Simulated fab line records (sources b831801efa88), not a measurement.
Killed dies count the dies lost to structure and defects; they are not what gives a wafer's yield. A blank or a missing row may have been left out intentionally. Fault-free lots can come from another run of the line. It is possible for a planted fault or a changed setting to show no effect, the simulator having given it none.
Comparing a struck lot with a sound one -- flow sky130 -- 17 steps out of a route of 708
Sound: wafers L418.2, L418.3, L418.6. The struck wafers were L413.1, L413.5, L413.6. The cause is given at the end.
Order at every step that has rows: each side's tool, ch and its chambers, its first start. Under that, the readings that differ: sound wafers -- struck wafers -- difference of the means -- sigmas: that difference in standard deviations of wafers without a fault.
alike: a reading whose means differ by less than 2 such deviations, as well as words and numbers matching on both sides. not compared: withheld readings; readings where some wafer has no value; bounds like >300 that might hide an equal value; numbers whose values overlap and for which the record gives no deviation.
A row with sigmas, a row that says differs or no value, or rows on one side alone: a step with any of these is where the two part. Non-overlapping numbers with no deviation appear without sigmas and do not part them. Lack of a reading on every wafer of one side parts them only where that side has two or more wafers.

SKY_LI_CONTACT_CMP_02: polishes PSG.
  sound on cmp-01 ch 0,2, day 34 02:55; struck on cmp-02 ch 0,1,3, day 32 10:55
  alike: edge zone pressure frac, motor current A, slurry flow ml min, time to endpoint s
SKY_LI_CONTACT_BOW_MEAS_03:
  sound: film metro-04 at day 34 03:11; struck: film metro-01 at day 32 11:07
  alike: LI_CONTACT_BOW
then, 8 steps without rows for these wafers: SKY_LI_CONTACT_DEHYDRATE_04 (time 60 s); SKY_LI_CONTACT_HMDS_05 (prime time 60 s); SKY_LI_CONTACT_COAT_06 (resist thk 60 nm); SKY_LI_CONTACT_COAT_07 (resist thk 450 nm); SKY_LI_CONTACT_SOFTBAKE_08 (time 90 s); SKY_LI_CONTACT_EXPOSE_09 (exposes mask LICM1, target cd 170 nm); SKY_LI_CONTACT_PEB_10; SKY_LI_CONTACT_DEVELOP_11 (develop time 60 s).
SKY_LI_CONTACT_CD_MEAS_12: the cd target is 170 nm.
  sound: cd sem-02 at day 35 06:24; struck: cd sem-01 at day 33 13:38
  alike: cd nm
SKY_LI_CONTACT_OVL_MEAS_13:
  sound: overlay-02 at day 35 06:31; struck: overlay-01 at day 33 13:45
  alike: LI_CONTACT_OVL
SKY_LI_CONTACT_ETCH_14: etches BARC in N2/H2, stops on SiO2, time 45.9 s, target depth 60 nm.
  sound on rie diel-04 ch 2,3, day 35 06:32; struck on rie diel-04 ch 0,1, day 33 13:47
  no value came back on the struck wafers for any of 5 readings (bias w (W), chamber pressure mTorr (mTorr) and others); on the sound wafers bias w (W) reads 99.9 99.8 99.9
reading,sound,struck,difference,sigmas
model.KrF-thick_of_LI_CONTACT_COAT_07.thk nm (nm),389.9 392.7 389.7,436.7 437.1 436.6,+46.0,
  not compared: rf hours counter h
SKY_LI_CONTACT_ETCH_15: etches PSG in C4F8/O2/Ar, stops on Si, target depth 600 nm.
  sound on rie diel-04 ch 2,3, day 35 06:35; struck on rie diel-04 ch 0,1, day 33 13:50
reading,sound,struck,difference,sigmas
oes product au (a.u.),0.838 0.837 0.836,0.381 0.369 0.372,-0.463,-99 or more
model.KrF-thick_of_LI_CONTACT_COAT_07.thk nm (nm),223.9 235.1 222.5,275.4 274 274.4,+47.4,
  alike: bias w, chamber pressure mTorr
SKY_LI_CONTACT_STRIP_16: strips in O2/N2.
  sound on plasma asher-02 ch 0, day 35 06:40; struck on plasma asher-02 ch 0,1, day 33 13:55
reading,sound,struck,difference,sigmas
oes product au (a.u.),0.374 0.376 0.374,0.397 0.399 0.396,+0.023,+5
strip time to endpoint s (s),3.41 3.54 3.39,3.97 3.96 3.96,+0.52,+11
  alike: chamber pressure mTorr, drypump motor current A
  not compared: rf hours counter h
then, 1 step without rows for these wafers: SKY_LI_CONTACT_CLEAN_17 (cleans in NMP, time 600 s).
-- the record jumps here: 16 days lie between the struck wafers' starts before and after (it left off in module LI_CONTACT and takes up again in module PAD_OPEN, whose first step shown is number 708 of the route) --
SKY_PAD_OPEN_PROBE_99:
  only the struck wafers here have rows in the record (prober-01, day 49 04:55); the sound ones have none

## WHERE THEY PART
Last at SKY_PAD_OPEN_PROBE_99 as far as this record goes, first at SKY_LI_CONTACT_ETCH_14.

WHY: the cause the simulator had injected
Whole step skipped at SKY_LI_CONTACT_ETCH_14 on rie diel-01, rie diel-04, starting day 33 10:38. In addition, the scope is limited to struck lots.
